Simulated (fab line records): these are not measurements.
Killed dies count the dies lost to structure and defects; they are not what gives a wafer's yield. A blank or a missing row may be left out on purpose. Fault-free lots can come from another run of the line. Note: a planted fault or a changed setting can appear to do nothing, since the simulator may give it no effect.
The same fault as seen by 2 desks + flow sky130 + what lay behind the numbers comes last; until then each desk has only its own

AT THE METROLOGY DESK
What the gauges read, lot by lot, whatever tool the lot ran on: means of the sampled wafers that have a number. The brackets show how far a lot's mean lies from the usual mean; more than 4 standard deviations puts the lot out of limits, marked OUT.
Columns: A = PAD_OPEN_BOW at SKY_PAD_OPEN_BOW_MEAS_13, usual 47 um
| lot  | first seen here | A  |
|------|-----------------|----|
| L973 | day 45 20:05    | 59 |
| L974 | day 46 00:11    | 58 |
| L975 | day 47 01:10    | 44 |
| L978 | day 47 06:05    | 53 |
| L979 | day 47 12:59    | 36 |
| L980 | day 47 20:03    | 45 |
| L982 | day 48 11:23    | 61 |
| L985 | day 49 03:36    | 44 |
| L986 | day 49 06:47    | 50 |
| L987 | day 49 16:31    | 43 |
| L989 | day 50 01:50    | 56 |
| L995 | day 50 20:14    | 49 |
This desk found nothing out of limits on any of the 12 lots.

AT THE TOOL OWNER'S DESK: rie-metal-04
The tool's own readings at SKY_CAPM_METAL_ETCH_13 (etches TiN in Cl2/BCl3, stops on SiO2, target depth 220 nm, time 62.9 s): means of the sampled wafers that have a number, for each lot that ran on this tool. The brackets show how far a lot's mean lies from the usual mean; more than 4 standard deviations puts the lot out of limits, marked OUT.
Columns: A = drypump-motor-current-A at SKY_CAPM_METAL_ETCH_13, usual 6.0 A; B = oes-product-au at SKY_CAPM_METAL_ETCH_13, usual 0.939 a.u.; C = throttle-valve-pct at SKY_CAPM_METAL_ETCH_13, usual 21.903 %
| lot  | first seen here | A   | B     | C      |
|------|-----------------|-----|-------|--------|
| L985 | day 41 14:48    | 5.4 | 0.941 | 21.898 |
| L986 | day 41 19:29    | 5.4 | 0.951 | 21.899 |
| L987 | day 42 09:16    | 5.7 | 0.934 | 21.908 |
This desk found nothing out of limits on any of the 3 lots.

TAKEN TOGETHER
Metrology desk: nothing out of limits seen.
The desk of the tool owner found nothing out of limits.

WHAT THE SIMULATOR PUT IN
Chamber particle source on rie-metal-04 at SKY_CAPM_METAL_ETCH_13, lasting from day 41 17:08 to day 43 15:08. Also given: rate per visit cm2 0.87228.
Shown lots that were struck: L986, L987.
